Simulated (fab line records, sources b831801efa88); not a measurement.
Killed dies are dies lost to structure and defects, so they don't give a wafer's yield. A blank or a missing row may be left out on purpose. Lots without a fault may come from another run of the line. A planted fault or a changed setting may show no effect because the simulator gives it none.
A struck lot beside a sound one | flow sfq_line | 14 steps out of a route of 325
Sound: wafers L467.2, L467.3, L467.5. Struck: wafers L474.2, L474.4, L474.6. The cause comes at the end.
At each step with rows: each side's tool, then ch and its chambers, then its first start. Under that, the readings that differ: sound wafers | struck wafers | difference of the means | sigmas: that difference in standard deviations of wafers without a fault.
alike: readings whose means differ by less than 2 such deviations, and words and numbers that are the same on both sides. not compared: withheld readings, readings that some wafer has no value for, bounds like >300 that may hide the same value, and numbers for which the record gives no deviation and whose values overlap.
The two part at a step that has a row with sigmas, a row that says differs or no value, or rows on one side only. Numbers that don't overlap but have no deviation are shown without sigmas and don't part them. A reading that every wafer of one side lacks parts them only if that side has two wafers or more.

first, 6 steps without rows for these wafers: SFQ_TRILAYER_M3_LITHO_COAT_080 (resist thk 62 nm); SFQ_TRILAYER_M3_LITHO_COAT_075 (resist thk 600 nm); SFQ_TRILAYER_M3_LITHO_SOFTBAKE_079; SFQ_TRILAYER_M3_LITHO_EXPOSE_076 (exposes mask M3, target cd 500 nm); SFQ_TRILAYER_M3_LITHO_PEB_078 (peb time 60 s); SFQ_TRILAYER_M3_LITHO_DEVELOP_077 (time 60 s).
SFQ_M3_OVL_MEAS_921:
  sound on overlay-02, day 42 11:29; struck on overlay-02, day 43 04:40
  alike: M3_OVL
SFQ_TRILAYER_M3_BARC_OPEN_METAL_ETCH_100: etches BARC in O2, target depth 125 nm, time 41.7 s.
  sound on rie_metal-01 ch 0,1, day 42 11:31; struck on rie_metal-01 ch 1, day 43 04:52
  alike: drypump_motor_current_A, he_backside_leak_sccm, oes_product_au
  not compared: rf_hours_counter_h
SFQ_TRILAYER_M3_ETCH_METAL_ETCH_078: etches Nb in Cl2/Ar, stops on SiO2, target depth 240 nm, time 120 s.
  sound on rie_metal-01 ch 0,1, day 42 11:35; struck on rie_metal-01 ch 1, day 43 05:01
  alike: drypump_motor_current_A, he_backside_leak_sccm, oes_product_au
  not compared: rf_hours_counter_h
SFQ_TRILAYER_M3_STRIP_STRIP_079: strips in O2.
  sound on rie_metal-01 ch 0,1, day 42 11:43; struck on rie_metal-01 ch 1, day 43 05:25
  alike: drypump_motor_current_A, he_backside_leak_sccm, oes_product_au, platen_temp_c
  not compared: rf_hours_counter_h
then, 1 step without rows for these wafers: SFQ_TRILAYER_M3_STRIP_SOLV_CLEAN_080 (cleans in NMP, time 600 s).
SFQ_TRILAYER_I3_DEP_PECVD_081: deposits SiO2 from SiH4/N2O, time 111.11 s, target thk 500 nm.
  sound on pecvd-02 ch 0,1,2, day 42 12:29; struck on pecvd-04 ch 1,2, day 43 06:35
  reading                                             | sound             | struck            | difference | sigmas
  rf_fwd_power_W (W)                                  | 181.1 182.3 181.9 | 256.0 255.2 256.0 | +74.0      | +99 or more
  showerhead_vpp_V (V)                                | 796 862 856       | 973 1020 962      | +147       | +6
  model.SiO2_of_TRILAYER_I3_DEP_PECVD_081.thk_nm (nm) | 508 496 510.8     | 549.7 552.4 549   | +45.4      |
  alike: heater_power_w, throttle_valve_pct
-- the record jumps here: 2 days lie between the struck wafers' starts before and after --
SFQ_TRILAYER_I3_CMP_CMP_082: polishes SiO2.
  sound on cmp-02 ch 0,2,3, day 44 23:56; struck on cmp-01 ch 0,1,2, day 45 13:08
  reading                | sound             | struck            | difference | sigmas
  platen_rpm (rpm)       | 59.97 59.88 59.96 | 59.99 60.03 60.04 | +0.08      | +2
  time_to_endpoint_s (s) | 221 218 224       | 245 250 237       | +23        | +3
  alike: motor_current_A
SFQ_I3_BOW_MEAS_922:
  sound on film_metro-02, day 45 02:27; struck on film_metro-02, day 45 16:09
  alike: I3_BOW

WHERE THEY PART
First at SFQ_TRILAYER_I3_DEP_PECVD_081; last, within this record, at SFQ_TRILAYER_I3_CMP_CMP_082. Later steps at which nothing parts them and some readings are alike: SFQ_I3_BOW_MEAS_922.

WHY: what the simulator had put in
Process parameter drift: pecvd-04, from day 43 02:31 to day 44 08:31, at SFQ_TRILAYER_I3_DEP_PECVD_081. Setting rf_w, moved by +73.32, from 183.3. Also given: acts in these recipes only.
